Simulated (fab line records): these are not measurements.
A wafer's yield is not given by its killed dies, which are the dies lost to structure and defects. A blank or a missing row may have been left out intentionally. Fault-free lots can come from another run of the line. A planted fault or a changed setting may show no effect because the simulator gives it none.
Code-filled problem report in 8D (eight disciplines) form -- flow sky130 -- the parts of the form that need people (team, actions taken, sign-off) are left out

## 1. WHAT IS WRONG
Across 3 wafers from 2 lots, VIA3_HDPCVD_THK at SKY_VIA3_THK_MEAS_01 averages 1867 nm, while fault-free wafers read 1640 nm with a standard deviation of 19. Relative to the usual mean, that is a shift of +12 standard deviations.
First seen on wafer L188.3, day 43 00:38, on film-metro-03. The record has a number at this step for 33 wafers belonging to 11 lots. Rule for "out" (also "out of limits"): further than 4 standard deviations from the usual mean. The other wafers with a number count as sound.

## 2. WHAT IT IS, AND WHAT IT ISN'T
question,is,is not
which readings at this step,VIA3_HDPCVD_THK,-
which lots,"L188, L189","L173, L175, L176, L177, L180, L185, L192, L193, L195"
which wafers of those lots,"L188.3, L189.3, L189.6","L188.2, L188.5, L189.1"
read on which gauges,"film-metro-03, film-metro-04",film-metro-02
when,from day 43 00:38,"up to then (20 sound wafers); but 10 sound wafers of L189, L192, L193, L195 came after"

## 3. WHAT RULES OUT EACH SUSPECT
Counting: a tool at a process step up to the reading stays a suspect if it ran every lot that is out. Sound lots after the first of them don't rule it out here, since some wafers of a struck lot are sound.
- ruled out: the gauge at SKY_VIA3_THK_MEAS_01. The wafers that are out were read on 2 gauges (film-metro-03, film-metro-04).
- pvd-sputter-03 at SKY_METAL3_SPUTTER_03 (material Ti, target thk 5 nm, time 3.3 s): kept. It ran every lot that is out, first L188 (day 40 23:39); its last sound lot up to then is L180 (day 38 23:50).
- hdpcvd-01 at SKY_VIA3_HDPCVD_00 (deposits SiO2, target thk 1635 nm, time 272.5 s): kept. It ran every lot that is out, first L188 (day 43 00:28); its last sound lot up to then is L180 (day 41 02:50). Out on those wafers are its own readings of run-length-s.
- The sound lot-mates ran in chamber 2 of hdpcvd-01 at SKY_VIA3_HDPCVD_00, but the wafers that are out ran in chamber 1.
Remaining after the count are pvd-sputter-03 at SKY_METAL3_SPUTTER_03 and hdpcvd-01 at SKY_VIA3_HDPCVD_00.

## 4. THE CAUSE (what the simulator had put in)
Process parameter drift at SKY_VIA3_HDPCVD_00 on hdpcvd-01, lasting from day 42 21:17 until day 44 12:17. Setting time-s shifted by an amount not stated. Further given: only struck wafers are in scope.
Counting left 2 suspects, and this tool is among them.

## 5. THE EFFECT CHAIN, in route order
Each row: a reading whose mean over the struck wafers that have a number lies more than 3 standard deviations from the usual. Only readings for which the record gives a usual standard deviation are gone through. hours: the time from each lot's start at the first step in this table that gives one to its start at this step, as a median over the lots. sigmas: the change in usual standard deviations.
hours,step,reading,usual,on struck wafers,change,sigmas
0,SKY_VIA3_HDPCVD_00,run-length-s,300.6 s,340.5,+39.9,+80
0,SKY_VIA3_THK_MEAS_01,VIA3_HDPCVD_THK,1640 nm,1867,+227,+12
It contains these process steps:
- SKY_VIA3_HDPCVD_00: deposits SiO2, target thk 1635 nm, time 272.5 s.

## 6. HOW IT WOULD HAVE BEEN CAUGHT EARLIER
In this record the first reading out of limits at a measuring or inspecting step was taken at day 43 00:38, 3 hours after the fault began at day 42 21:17.
The tool's own readings at SKY_VIA3_HDPCVD_00 were out on every struck wafer that the step has a row for (run-length-s): an alarm limit on them would have fired on the first of those.
Lots out: 2; of these, L189 started SKY_VIA3_HDPCVD_00 on hdpcvd-01 after day 43 00:38. Putting the tool on hold at that point would have spared it.
